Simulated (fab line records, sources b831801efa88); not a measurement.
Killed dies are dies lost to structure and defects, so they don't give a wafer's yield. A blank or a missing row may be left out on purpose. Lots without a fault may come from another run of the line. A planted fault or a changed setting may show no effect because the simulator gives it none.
One fault seen from 2 desks | flow sky130 | each desk has only its own numbers; what lay behind them comes last

THE TOOL OWNER'S DESK: litho_track-02
The tool's own readings at SKY_VIA2_COAT_06 (resist thk 60 nm): means of the sampled wafers that have a number, for each lot that ran on this tool. A lot is out of limits, marked OUT, if its mean lies more than 4 standard deviations from the usual mean; the brackets give that distance.
Columns: A = spin_speed_rpm at SKY_VIA2_COAT_06, usual 3000.2 rpm
lot  | first seen here | A
L930 | day 38 15:52    | 2997.8
L934 | day 39 19:58    | 3065.9 (+31) OUT
L935 | day 40 04:37    | 3065.9 (+31) OUT
This desk's finding: out of limits on L934, L935; first on L934, day 39 19:58 (spin_speed_rpm at SKY_VIA2_COAT_06). In limits: L930.

THE METROLOGY DESK
What the gauges read, lot by lot, whatever tool the lot ran on: means of the sampled wafers that have a number. A lot is out of limits, marked OUT, if its mean lies more than 4 standard deviations from the usual mean; the brackets give that distance.
Columns: A = VIA2_HDPCVD_THK at SKY_VIA2_THK_MEAS_01, usual 1177 nm; B = VIA2_BOW at SKY_VIA2_BOW_MEAS_03, usual 86 um; C = cd_nm at SKY_VIA2_CD_MEAS_12, usual 199.6 nm; D = VIA2_OVL at SKY_VIA2_OVL_MEAS_13, usual -2 nm
lot  | first seen here | A    | B  | C     | D
L921 | day 35 03:47    | 1190 | 85 | 200.5 | 4
L930 | day 38 03:08    | 1172 | 87 | 199.1 | 8
L934 | day 39 07:41    | 1187 | 83 | 201.4 | -3
L935 | day 39 17:04    | 1182 | 87 | 200.3 | -1
L938 | day 41 06:20    | 1185 | 89 | 197.9 | -2
L939 | day 41 10:02    | 1173 | 89 | 198.3 | 0
This desk's finding: nothing out of limits on any of the 6 lots.

PUT TOGETHER
The tool owner's desk could have raised an alarm at day 39 19:58, on L934, L935.
The metrology desk saw nothing out of limits.
The metrology desk has L934, L935 on record, within its limits.
Of the lots named, all ran SKY_VIA2_COAT_06 on litho_track-02.

WHAT THE SIMULATOR HAD PUT IN
Process parameter drift: litho_track-02, from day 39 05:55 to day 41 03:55, at SKY_VIA2_COAT_06. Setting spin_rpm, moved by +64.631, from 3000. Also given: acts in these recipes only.
Lots struck among those shown: L934, L935.
Hours from the fault's start to each desk's first reading out of limits: the tool owner's desk, 14.
